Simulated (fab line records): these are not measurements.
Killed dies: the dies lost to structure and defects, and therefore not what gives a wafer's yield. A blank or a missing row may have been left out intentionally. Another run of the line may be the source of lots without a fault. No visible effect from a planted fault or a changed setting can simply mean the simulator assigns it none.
fab line records	flow sky130
record lots=6	wafers=18	last_day=49
route steps=708 shown VIA1@467 METAL2@483 PAD_OPEN@708
lots that met no fault: taken from a fault-free run of the same line
start_h: hours from the record's first day to the start of the lot's first wafer shown	wait_h: hours since the lot's step before	" the same as in the row above	L1.1+2: a single row standing in for several wafers	- no value present, or no start provided	* or withheld: withheld	< > ~ a bound
route shown NAME@n: NAME is a module with steps in the file, n the number in the route of the first one	usual: the fault-free wafers' mean and standard deviation	same: alike in all rows	chamber/n: place in a boat	sites: the reading at each site	_std_site: standard deviation across them	_edge_site: outer sites' mean less inner sites'	radius_mm: how far each site lies from the wafer's centre	mask NAME#n: copy n	behind: the last tool/chamber to shape the wafer	hold: the reason the lot was held/the length of the hold in hours/how it ended	device: transistor that didn't switch, given as n, p or np	end of line: the tests these same wafers got at the end of their route	step lacking rows: just its recipe	killed: at the first sort, the dies lost to defects and structure; wafer yield is something else	map: the dies of a wafer, with x for killed, . for not killed, _ for no die there
set.NAME: setting as actually run; set.NAME@STEP: the setting as run at that earlier step	model.NAME: the simulator's own value behind a step, which no gauge read
certain route steps with their lots: each step a table, each wafer a row
services: the hour from which a tool's chamber was out of use, counted from the record's first day as start_h (under 0 if before that day), plus the number of hours and why
## steps
# step SKY_VIA1_EXPOSE_09
# recipe mask_id=VIM	na=0.8	source_shape=annular	sigma_inner=0.55	sigma_outer=0.85	target_cd_nm=150	dose_mj=38
# step SKY_VIA1_PEB_10
# recipe peb_temp_c=withheld	peb_time_s=withheld	resist=KrF-thick
# step SKY_VIA1_DEVELOP_11
# recipe develop_time_s=60	resist=KrF-thick	dev_temp_c=21
# step SKY_VIA1_CD_MEAS_12
# recipe target_cd_nm=150
# usual cd_nm=149.7/1.6
lot.wafer	tool	chamber	start_h	wait_h	cd_nm
L144.3	cd_sem-02	-	853.83	-	147.3
L144.5	"	-	"	"	147.9
L144.6	"	-	"	"	148.4
L145.1	cd_sem-02	-	862.69	-	154.5
L145.3	"	-	"	"	152.0
L145.6	"	-	"	"	152.4
L146.1	cd_sem-01	-	868.43	-	147.5
L146.2	"	-	"	"	148.0
L146.6	"	-	"	"	148.0
L147.1	cd_sem-02	-	880.13	-	151.8
L147.5	"	-	"	"	151.2
L147.6	"	-	"	"	150.6
L148.4	cd_sem-02	-	883.40	-	150.6
L148.5	"	-	"	"	150.4
L148.6	"	-	"	"	149.7
L155.3	cd_sem-02	-	938.37	-	148.3
L155.5	"	-	"	"	148.3
L155.6	"	-	"	"	147.9
# step SKY_VIA1_OVL_MEAS_13
# usual VIA1_OVL=-1/5.3
lot.wafer	tool	chamber	start_h	wait_h	VIA1_OVL[nm]
L144.3	overlay-02	-	853.93	0.1	2
L144.5	"	-	"	"	-1
L144.6	"	-	"	"	2
L145.1	overlay-01	-	862.81	0.1	-9
L145.3	"	-	"	"	4
L145.6	"	-	"	"	-5
L146.1	overlay-02	-	868.55	0.1	-1
L146.2	"	-	"	"	4
L146.6	"	-	"	"	1
L147.1	overlay-02	-	880.25	0.1	5
L147.5	"	-	"	"	9
L147.6	"	-	"	"	-1
L148.4	overlay-02	-	883.48	0.1	2
L148.5	"	-	"	"	4
L148.6	"	-	"	"	9
L155.3	overlay-01	-	938.46	0.1	0
L155.5	"	-	"	"	-6
L155.6	"	-	"	"	-6
# step SKY_VIA1_ETCH_14
# recipe chemistry=N2/H2	target=BARC	ion_energy_ev=200	source_w=500	bias_w=100	pressure_mtorr=30	n2_flow_sccm=100	h2_flow_sccm=200	stop_on=SiO2	time_s=45.9	target_depth_a=600
# usual drypump_motor_current_A=5.9/0.38	oes_product_au=0.854/0.005	throttle_valve_pct=13.225/0.0082
# same time_s=45.9
lot.wafer	tool	chamber	start_h	wait_h	drypump_motor_current_A	oes_product_au	rf_hours_counter_h	throttle_valve_pct
L144.3	rie_diel-02	1	853.95	0.0	6.4	0.857	2	13.228
L144.5	"	3	"	"	5.8	0.854	-	13.234
L144.6	"	0	"	"	6.1	0.856	-	13.228
L145.1	rie_diel-03	3	862.85	0.0	5.9	0.851	16	13.225
L145.3	"	1	"	"	6.0	0.851	1	13.214
L145.6	"	2	"	"	4.9	0.851	-	13.236
L146.1	rie_diel-03	3	868.59	0.0	5.9	0.851	16	13.218
L146.2	"	1	"	"	6.0	0.857	1	13.225
L146.6	"	1	"	"	6.0	0.854	-	13.241
L147.1	rie_diel-04	3	880.28	0.0	5.6	0.847	14	13.226
L147.5	"	1	"	"	6.2	0.853	-	13.222
L147.6	"	0	"	"	6.0	0.853	-	13.216
L148.4	rie_diel-02	0	883.50	0.0	6.1	0.852	8	13.217
L148.5	"	2	"	"	6.1	0.858	-	13.225
L148.6	"	3	"	"	5.8	0.853	-	13.224
L155.3	rie_diel-02	3	938.48	0.0	5.8	0.859	9	13.223
L155.5	"	1	"	"	6.4	0.856	-	13.226
L155.6	"	0	"	"	6.1	0.859	-	13.213
# step SKY_VIA1_ETCH_15
# recipe target=SiO2	chemistry=C4F8/O2/Ar	target_depth_nm=351	stop_on=TiN	mask_material=KrF-thick	source_w=1500	bias_w=1200	pressure_mtorr=40	c4f8_flow_sccm=withheld	O2_flow_sccm=6	Ar_flow_sccm=300	time_s=54
# usual oes_product_au=0.984/0.0055
# same time_s=54
lot.wafer	tool	chamber	start_h	wait_h	oes_product_au	rf_hours_counter_h
L144.3	rie_diel-02	1	853.99	0.0	0.980	2
L144.5	"	3	"	"	0.983	-
L144.6	"	0	"	"	0.993	-
L145.1	rie_diel-03	3	862.89	0.0	0.982	16
L145.3	"	1	"	"	0.973	1
L145.6	"	2	"	"	0.984	-
L146.1	rie_diel-03	3	868.63	0.0	0.980	16
L146.2	"	1	"	"	0.978	1
L146.6	"	1	"	"	0.983	-
L147.1	rie_diel-04	3	880.32	0.0	0.983	14
L147.5	"	1	"	"	0.993	-
L147.6	"	0	"	"	0.988	-
L148.4	rie_diel-02	0	883.54	0.0	0.977	8
L148.5	"	2	"	"	0.983	-
L148.6	"	3	"	"	0.986	-
L155.3	rie_diel-02	3	938.52	0.0	0.976	9
L155.5	"	1	"	"	0.987	-
L155.6	"	0	"	"	0.978	-
# step SKY_VIA1_STRIP_16
# recipe chemistry=O2/N2	power_w=1400	pressure_mtorr=1500	platen_temp_c=withheld	o2_flow_sccm=3000	n2_flow_sccm=300	overash_fraction=0.5
# usual drypump_motor_current_A=5.8/0.38	o2_flow_sccm=3000/9.2	oes_product_au=0.415/0.005	strip_time_to_endpoint_s=4.447/0.022
lot.wafer	tool	chamber	start_h	wait_h	drypump_motor_current_A	o2_flow_sccm	oes_product_au	rf_hours_counter_h	strip_time_to_endpoint_s
L144.3	plasma_asher-04	1	854.07	0.1	6.1	3005	0.412	-	4.437
L144.5	"	0	"	"	6.2	2998	0.417	-	4.455
L144.6	"	1	"	"	6.1	3003	0.415	-	4.458
L145.1	plasma_asher-04	0	862.94	0.0	6.2	2998	0.412	101	4.467
L145.3	"	1	"	"	6.1	3012	0.412	-	4.427
L145.6	"	0	"	"	6.2	3004	0.412	-	4.436
L146.1	plasma_asher-03	0	868.67	0.0	5.6	2992	0.418	76	4.476
L146.2	"	1	"	"	5.6	3020	0.417	76	4.449
L146.6	"	1	"	"	5.6	3020	0.415	-	4.421
L147.1	plasma_asher-01	1	880.37	0.0	5.9	2991	0.409	44	4.451
L147.5	"	1	"	"	5.9	2991	0.408	-	4.438
L147.6	"	0	"	"	5.1	2985	0.419	-	4.458
L148.4	plasma_asher-03	1	883.62	0.1	5.6	3000	0.416	-	4.421
L148.5	"	0	"	"	5.5	3008	0.410	-	4.425
L148.6	"	1	"	"	5.6	2997	0.417	-	4.442
L155.3	plasma_asher-04	1	938.60	0.1	6.1	3002	0.424	-	4.474
L155.5	"	1	"	"	6.1	2995	0.415	-	4.481
L155.6	"	0	"	"	6.2	3000	0.427	-	4.484
# step SKY_VIA1_STRIP_17
# recipe chemistry=post_etch_residue_remover	time_s=1200	temp_c=72.5
# step SKY_VIA1_CLEAN_18
# recipe chemistry=IPA	time_s=180	temp_c=25
# step SKY_VIA1_CLEAN_19
# recipe chemistry=O3/DIW	dry=n2_spin
# step SKY_VIA1_SPUTTER_20
# recipe material=TiN	target_thk_nm=20	chamber_pressure_pa=5	power_w=4000	time_s=80
# usual throttle_valve_pct=30.1/0.94
# same time_s=80
lot.wafer	tool	chamber	start_h	wait_h	throttle_valve_pct
L144.3	pvd_sputter-03	-	854.64	0.0	30.9
L144.5	"	-	"	"	30.7
L144.6	"	-	"	"	30.7
L145.1	pvd_sputter-02	-	863.54	0.0	30.9
L145.3	"	-	"	"	30.0
L145.6	"	-	"	"	31.0
L146.1	pvd_sputter-03	-	869.27	0.0	30.9
L146.2	"	-	"	"	29.5
L146.6	"	-	"	"	31.1
L147.1	pvd_sputter-03	-	880.97	0.0	30.5
L147.5	"	-	"	"	31.2
L147.6	"	-	"	"	29.3
L148.4	pvd_sputter-01	-	884.22	0.0	29.3
L148.5	"	-	"	"	29.8
L148.6	"	-	"	"	30.7
L155.3	pvd_sputter-02	-	939.17	0.0	29.9
L155.5	"	-	"	"	30.9
L155.6	"	-	"	"	30.1
# step SKY_VIA1_CVD_21
# recipe material=W	target_thk_nm=270	time_s=80.902	temp_c=400	pressure_torr=40
# usual chamber_pressure_Torr=40.00/0.077	heater_power_w=957/94
# same time_s=80.902
lot.wafer	tool	chamber	start_h	wait_h	chamber_pressure_Torr	heater_power_w	model.W_of_VIA1_CVD_21.thk_nm
L144.3	cvd_w-02	1	854.74	0.1	40.00	978	278.1
L144.5	"	0	"	"	39.96	1094	274.8
L144.6	"	1	"	"	39.93	974	275.4
L145.1	cvd_w-02	0	863.60	0.0	40.06	1079	272.4
L145.3	"	0	"	"	40.14	1081	274.8
L145.6	"	0	"	"	39.95	1048	273.1
L146.1	cvd_w-02	1	869.33	0.0	39.93	1008	276
L146.2	"	0	"	"	53.43	1084	310
L146.6	"	0	"	"	53.29	1095	311
L147.1	cvd_w-02	0	881.03	0.0	53.41	1072	320
L147.5	"	0	"	"	53.38	1077	317.9
L147.6	"	1	"	"	40.08	986	281.5
L148.4	cvd_w-01	0	884.31	0.1	40.03	918	271.9
L148.5	"	0	"	"	39.86	965	268
L148.6	"	1	"	"	40.02	796	265.8
L155.3	cvd_w-01	1	939.26	0.1	39.90	797	265.9
L155.5	"	0	"	"	40.00	934	270.9
L155.6	"	1	"	"	39.93	795	268.5
# step SKY_VIA1_RS_MEAS_22
# recipe thk_meas_gauge=four-point-probe	reads=W_of_VIA1_CVD_21+TiN_of_VIA1_SPUTTER_20
# usual VIA1_W_RS=0.423/0.0068
lot.wafer	tool	chamber	start_h	wait_h	VIA1_W_RS[ohm/sq]
L144.3	film_metro-02	-	854.84	0.1	0.413
L144.5	"	-	"	"	0.419
L144.6	"	-	"	"	0.419
L145.1	film_metro-04	-	863.69	0.1	0.423
L145.3	"	-	"	"	0.420
L145.6	"	-	"	"	0.422
L146.1	film_metro-03	-	869.42	0.1	0.418
L146.2	"	-	"	"	0.372
L146.6	"	-	"	"	0.370
L147.1	film_metro-04	-	881.12	0.1	0.359
L147.5	"	-	"	"	0.362
L147.6	"	-	"	"	0.409
L148.4	film_metro-04	-	884.43	0.1	0.423
L148.5	"	-	"	"	0.430
L148.6	"	-	"	"	0.433
L155.3	film_metro-03	-	939.36	0.1	0.434
L155.5	"	-	"	"	0.426
L155.6	"	-	"	"	0.429
# step SKY_VIA1_THK_MEAS_23
# recipe thk_meas_gauge=xrf	reads=W_of_VIA1_CVD_21
# usual VIA1_W_THK=273/4.8
lot.wafer	tool	chamber	start_h	wait_h	VIA1_W_THK[nm]
L144.3	film_metro-02	-	854.94	0.1	279
L144.5	"	-	"	"	276
L144.6	"	-	"	"	276
L145.1	film_metro-04	-	863.81	0.1	269
L145.3	"	-	"	"	270
L145.6	"	-	"	"	270
L146.1	film_metro-03	-	869.54	0.1	273
L146.2	"	-	"	"	308
L146.6	"	-	"	"	309
L147.1	film_metro-04	-	881.24	0.1	317
L147.5	"	-	"	"	315
L147.6	"	-	"	"	279
L148.4	film_metro-04	-	884.52	0.1	270
L148.5	"	-	"	"	266
L148.6	"	-	"	"	265
L155.3	film_metro-03	-	939.46	0.1	262
L155.5	"	-	"	"	267
L155.6	"	-	"	"	266
# step SKY_VIA1_CMP_24
# recipe stop_on=SiO2	t_overpolish_s=15	down_force_psi=3.5	platen_rpm=60	target_thk_nm=0	pad_velocity_m_s=0.94248
# usual motor_current_A=11.5/1.1	platen_rpm=60.00/0.04	slurry_flow_ml_min=150.0/0.47	time_to_endpoint_s=66.3/2.9
lot.wafer	tool	chamber	start_h	wait_h	motor_current_A	platen_rpm	slurry_flow_ml_min	time_to_endpoint_s
L144.3	cmp-02	3	855.08	0.1	11.2	59.98	149.9	72.5
L144.6	"	1	"	"	11.4	59.98	150.3	69.4
L144.5	"	2	"	"	13.0	60.10	149.7	64.5
L145.3	cmp-02	3	863.97	0.1	10.9	60.04	149.5	68.5
L145.1	"	0	"	"	11.7	59.99	150.2	67.3
L145.6	"	2	"	"	13.2	59.97	150.3	66.6
L146.1	cmp-01	2	869.65	0.1	10.3	60.02	149.6	64.2
L146.2	"	3	"	"	9.6	60.04	151.1	75.5
L146.6	"	2	"	"	10.3	59.99	149.7	75.8
L147.1	cmp-01	3	881.35	0.1	10.1	59.98	149.7	79.3
L147.5	"	2	"	"	9.9	60.01	151.1	76.5
L147.6	"	3	"	"	10.7	60.01	150.2	71.3
L148.4	cmp-01	0	884.60	0.1	12.9	59.95	149.8	65.9
L148.6	"	3	"	"	10.4	60.03	150.0	63.5
L148.5	"	0	"	"	13.0	60.02	150.8	63.4
L155.3	cmp-02	3	939.76	0.3	10.6	59.99	150.3	64.0
L155.5	"	1	"	"	11.3	60.03	150.1	68.7
L155.6	"	2	"	"	13.9	59.97	150.3	61.5
# step SKY_METAL2_SPUTTER_00
# recipe material=Ti	target_thk_nm=15	power_w=3000	time_s=10	chamber_pressure_pa=0.4
# usual throttle_valve_pct=29.9/0.98
# same time_s=10
lot.wafer	tool	chamber	start_h	wait_h	throttle_valve_pct
L144.3	pvd_sputter-01	-	855.28	0.1	29.5
L144.5	"	-	"	"	27.7
L144.6	"	-	"	"	29.3
L145.1	pvd_sputter-03	-	864.17	0.1	29.2
L145.3	"	-	"	"	31.6
L145.6	"	-	"	"	29.2
L146.1	pvd_sputter-04	-	869.90	0.2	29.2
L146.2	"	-	"	"	30.0
L146.6	"	-	"	"	29.1
L147.1	pvd_sputter-01	-	881.60	0.2	27.8
L147.5	"	-	"	"	29.0
L147.6	"	-	"	"	28.0
L148.4	pvd_sputter-01	-	884.85	0.2	27.8
L148.5	"	-	"	"	29.2
L148.6	"	-	"	"	27.9
L155.3	pvd_sputter-04	-	940.00	0.2	30.6
L155.5	"	-	"	"	30.6
L155.6	"	-	"	"	30.4
# step SKY_PAD_OPEN_PROBE_99
# usual defect_limited_yield=82.4/1.8	killed_at_M0_to_M3=44/7.2	killed_at_M4_up=3.5/1.8	killed_at_contacts=25/5.1	killed_at_front_end=14/4.4	killed_at_other=0.4/0.58	killed_dies=87/9.1	killed_open=48/6.9	killed_short=38/6.3	sort_bin_3_pad_short=0.9/0.43	sort_bin_5_function=10.5/1.5	sort_bin_6_memory=6.3/1.1	sort_n_pass=405/9.1	sort_yield_pct=82.4/1.8
# same gross_dies=492	killed_at_back_side=0	sort_bin_4_leakage[%]=0	sort_bin_8_speed[%]=0
lot.wafer	tool	chamber	start_h	wait_h	defect_limited_yield[%]	killed_at_M0_to_M3	killed_at_M4_up	killed_at_contacts	killed_at_front_end	killed_at_other	killed_dies	killed_open	killed_short	sort_bin_3_pad_short[%]	sort_bin_5_function[%]	sort_bin_6_memory[%]	sort_n_pass	sort_yield_pct[%]
L144.3	prober-02	-	1124.80	0.2	83.5	35	3	28	15	0	81	53	28	1.4	8.3	6.7	411	83.5
L144.5	prober-02	-	1124.90	0.2	83.1	44	2	21	16	0	83	37	46	0.8	11.0	5.1	409	83.1
L144.6	prober-02	-	1124.95	0.2	80.5	49	6	30	11	0	96	45	51	1.4	11.8	6.3	396	80.5
L145.1	prober-01	-	1131.36	0.1	81.7	50	3	25	11	1	90	52	38	0.4	11.2	6.7	402	81.7
L145.3	prober-01	-	1131.46	0.2	79.7	50	1	31	18	0	100	56	44	1.6	12.6	6.1	392	79.7
L145.6	prober-01	-	1131.61	0.2	84.3	43	2	24	7	1	77	48	29	0.2	9.1	6.3	415	84.3
L146.1	prober-02	-	1136.51	0.1	81.9	53	2	24	10	0	89	48	41	0.6	11.8	5.7	403	81.9
L146.2	prober-02	-	1136.56	0.1	83.1	44	4	20	14	1	83	42	41	0.4	11.6	4.9	409	83.1
L146.6	prober-02	-	1136.76	0.2	84.1	34	5	25	14	0	78	36	41	0.8	9.8	5.3	414	84.1
L147.1	prober-02	-	1143.15	0.1	82.5	41	3	32	10	0	86	51	35	0.4	11.2	5.9	406	82.5
L147.5	prober-02	-	1143.35	0.2	78.7	58	6	30	11	0	105	54	51	1.0	12.4	7.9	387	78.7
L147.6	prober-02	-	1143.40	0.2	85.4	37	1	25	9	0	72	43	29	0.8	9.1	4.7	420	85.4
L148.4	prober-01	-	1147.21	0.2	80.9	39	2	32	21	0	94	55	39	1.8	10.8	6.5	398	80.9
L148.5	prober-01	-	1147.26	0.2	84.1	33	2	22	19	2	78	42	36	0.8	8.7	6.3	414	84.1
L148.6	prober-01	-	1147.31	0.2	84.3	42	3	19	13	0	77	40	36	0.6	10.8	4.3	415	84.3
L155.3	prober-02	-	1185.96	0.2	83.7	47	0	21	12	0	80	50	30	1.4	8.9	5.9	412	83.7
L155.5	prober-02	-	1186.06	0.2	81.3	41	2	29	20	0	92	49	43	1.2	10.8	6.7	400	81.3
L155.6	prober-02	-	1186.11	0.2	84.1	39	2	19	17	1	78	39	38	1.0	9.1	5.7	414	84.1
# killed by level:class
L144.3 CONTACT:geometric_particle:open=14 LI_CONTACT:geometric_particle:open=8 VIA1:geometric_particle:open=6 VIA2:geometric_particle:open=6 VIA1:geometric_particle:short=5 POLY_GATE:geometric_particle:short=4 POLY_GATE:geometric_particle:open=4 LOCAL_INTERCONNECT:geometric_particle:short=4
L144.5 CONTACT:geometric_particle:open=8 FIELD_ISO:geometric_particle:open=6 VIA1:geometric_particle:open=6 VIA2:geometric_particle:open=6 VIA2:geometric_particle:short=6 POLY_GATE:geometric_particle:short=5 LOCAL_INTERCONNECT:geometric_particle:short=5 VIA3:geometric_particle:short=5
L144.6 CONTACT:geometric_particle:open=11 VIA1:geometric_particle:open=9 VIA2:geometric_particle:open=8 VIA1:geometric_particle:short=7 METAL1:geometric_particle:short=6 VIA3:geometric_particle:open=6 METAL4:geometric_particle:short=6 LOCAL_INTERCONNECT:geometric_particle:short=5
L145.1 VIA3:geometric_particle:open=10 VIA1:geometric_particle:open=9 LI_CONTACT:geometric_particle:open=8 CONTACT:geometric_particle:open=8 VIA1:geometric_particle:short=7 VIA2:geometric_particle:open=6 METAL1:geometric_particle:short=6 FIELD_ISO:geometric_particle:open=4
L145.3 VIA1:geometric_particle:open=14 CONTACT:geometric_particle:open=10 VIA3:geometric_particle:open=9 VIA2:geometric_particle:open=6 LI_CONTACT:geometric_particle:open=6 LOCAL_INTERCONNECT:geometric_particle:short=6 METAL2:geometric_particle:short=6 FIELD_ISO:geometric_particle:short=5
L145.6 VIA1:geometric_particle:open=13 CONTACT:geometric_particle:open=12 LI_CONTACT:geometric_particle:open=6 METAL1:geometric_particle:short=6 VIA2:geometric_particle:open=5 VIA3:geometric_particle:short=5 VIA3:geometric_particle:open=5 METAL3:geometric_particle:short=4
L146.1 VIA1:geometric_particle:open=13 LI_CONTACT:geometric_particle:open=7 CONTACT:geometric_particle:open=7 VIA3:geometric_particle:open=6 VIA3:geometric_particle:short=6 LI_CONTACT:geometric_particle:short=5 VIA1:geometric_particle:short=5 METAL2:geometric_particle:short=5
L146.2 VIA1:geometric_particle:open=12 VIA1:geometric_particle:short=10 CONTACT:geometric_particle:open=8 VIA2:geometric_particle:open=6 LI_CONTACT:geometric_particle:open=5 VIA2:geometric_particle:short=5 FIELD_ISO:geometric_particle:open=4 POLY_GATE:geometric_particle:short=4
L146.6 LI_CONTACT:geometric_particle:open=8 VIA1:geometric_particle:open=8 CONTACT:geometric_particle:open=7 METAL3:geometric_particle:short=5 LI_CONTACT:geometric_particle:short=4 VIA2:geometric_particle:open=4 FIELD_ISO:geometric_particle:short=3 POLY_GATE:geometric_particle:open=3
L147.1 VIA1:geometric_particle:open=13 CONTACT:geometric_particle:open=11 LI_CONTACT:geometric_particle:open=8 VIA2:geometric_particle:open=5 LOCAL_INTERCONNECT:geometric_particle:short=5 METAL2:geometric_particle:short=5 CONTACT:geometric_particle:short=4 VIA3:geometric_particle:open=4
L147.5 LI_CONTACT:geometric_particle:open=13 VIA1:geometric_particle:short=10 VIA2:geometric_particle:open=10 METAL2:geometric_particle:short=8 VIA1:geometric_particle:open=7 VIA3:geometric_particle:open=7 CONTACT:geometric_particle:short=6 CONTACT:geometric_particle:open=6
L147.6 CONTACT:geometric_particle:open=11 VIA1:geometric_particle:open=11 POLY_GATE:geometric_particle:open=6 METAL1:geometric_particle:short=6 VIA3:geometric_particle:open=5 LOCAL_INTERCONNECT:geometric_particle:short=4 CONTACT:geometric_particle:short=4 VIA2:geometric_particle:open=4
L148.4 CONTACT:geometric_particle:open=13 VIA1:geometric_particle:open=11 LI_CONTACT:geometric_particle:open=9 METAL1:geometric_particle:short=9 FIELD_ISO:geometric_particle:short=8 POLY_GATE:geometric_particle:open=6 CONTACT:geometric_particle:short=6 VIA2:geometric_particle:open=5
L148.5 LI_CONTACT:geometric_particle:open=8 METAL2:geometric_particle:short=7 VIA2:geometric_particle:open=7 FIELD_ISO:geometric_particle:open=6 CONTACT:geometric_particle:open=6 POLY_GATE:geometric_particle:short=5 CONTACT:geometric_particle:short=5 METAL1:geometric_particle:short=5
L148.6 VIA1:geometric_particle:open=9 LI_CONTACT:geometric_particle:open=8 METAL1:geometric_particle:short=8 METAL2:geometric_particle:short=8 VIA2:geometric_particle:open=7 FIELD_ISO:geometric_particle:open=3 POLY_GATE:geometric_particle:open=3 POLY_GATE:geometric_particle:short=3
L155.3 CONTACT:geometric_particle:open=9 VIA1:geometric_particle:open=9 VIA2:geometric_particle:open=7 VIA3:geometric_particle:open=6 METAL2:geometric_particle:short=6 CONTACT:geometric_particle:short=5 POLY_GATE:geometric_particle:open=4 METAL1:geometric_particle:short=4
L155.5 VIA2:geometric_particle:open=11 CONTACT:geometric_particle:open=7 LI_CONTACT:geometric_particle:open=7 CONTACT:geometric_particle:short=7 VIA1:geometric_particle:short=7 FIELD_ISO:geometric_particle:open=6 FIELD_ISO:geometric_particle:short=5 LOCAL_INTERCONNECT:geometric_particle:short=5
L155.6 VIA1:geometric_particle:open=13 FIELD_ISO:geometric_particle:short=7 VIA2:geometric_particle:open=7 POLY_GATE:geometric_particle:short=6 CONTACT:geometric_particle:open=6 METAL2:geometric_particle:short=5 LI_CONTACT:geometric_particle:open=5 METAL1:geometric_particle:short=4
## services
tool	chamber	start_h	hours	kind
rie_diel-04	3	831.10	4.7	repair
cmp-02	-	838.15	7.0	pm
cvd_w-02	0	838.39	6.9	repair
pvd_sputter-01	-	849.35	1.8	repair
cmp-01	-	852.07	6.3	repair
cmp-01	-	854.87	1.4	repair
pvd_sputter-02	-	856.05	1.2	repair
rie_diel-03	3	857.60	4.2	repair
plasma_asher-01	-	858.16	7.7	repair
cmp-02	-	860.16	3.2	pm
pvd_sputter-02	-	872.16	27.3	repair
pvd_sputter-03	-	884.25	2.4	repair
cvd_w-02	-	904.01	14.0	pm
cvd_w-02	0	904.01	14.0	vent_cycle
cvd_w-02	1	904.01	14.0	vent_cycle
cmp-02	-	907.59	3.9	repair
cmp-01	-	912.12	4.0	pm
cmp-01	-	916.12	-	consumable_replace:conditioner
cvd_w-02	0	918.01	-	clean
cvd_w-02	1	918.01	-	clean
plasma_asher-03	-	919.48	2.4	repair
rie_diel-02	3	923.67	1.5	repair
pvd_sputter-01	-	931.00	11.1	repair
cmp-01	-	937.70	15.6	repair
## key
first_sign step=SKY_VIA1_CVD_21	reading=chamber_pressure_Torr	direction=up	sigmas=99+	usual=40.00	struck=53.38
effect step=SKY_VIA1_RS_MEAS_22	reading=VIA1_W_RS	direction=down	sigmas=8.5	usual=0.423	struck=0.365
effect step=SKY_VIA1_THK_MEAS_23	reading=VIA1_W_THK	direction=up	sigmas=8.3	usual=273	struck=312
effect step=SKY_VIA1_CMP_24	reading=time_to_endpoint_s	direction=up	sigmas=3.6	usual=*	struck=*
model_effect step=SKY_VIA1_CVD_21	value=W_of_VIA1_CVD_21.thk_nm	without=272.8	struck=314.7
met_at SKY_VIA1_CVD_21
struck_wafers L146.2,L146.6,L147.1,L147.5
onset_between 863.60 869.33
fault kind=process_parameter_drift	tool=cvd_w-02	chamber=0	onset_h=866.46	steps=SKY_VIA1_CVD_21	channel=pressure_torr	offset=13.27	shape=step	end_h=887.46	acts_in=these_recipes_only	stated=40
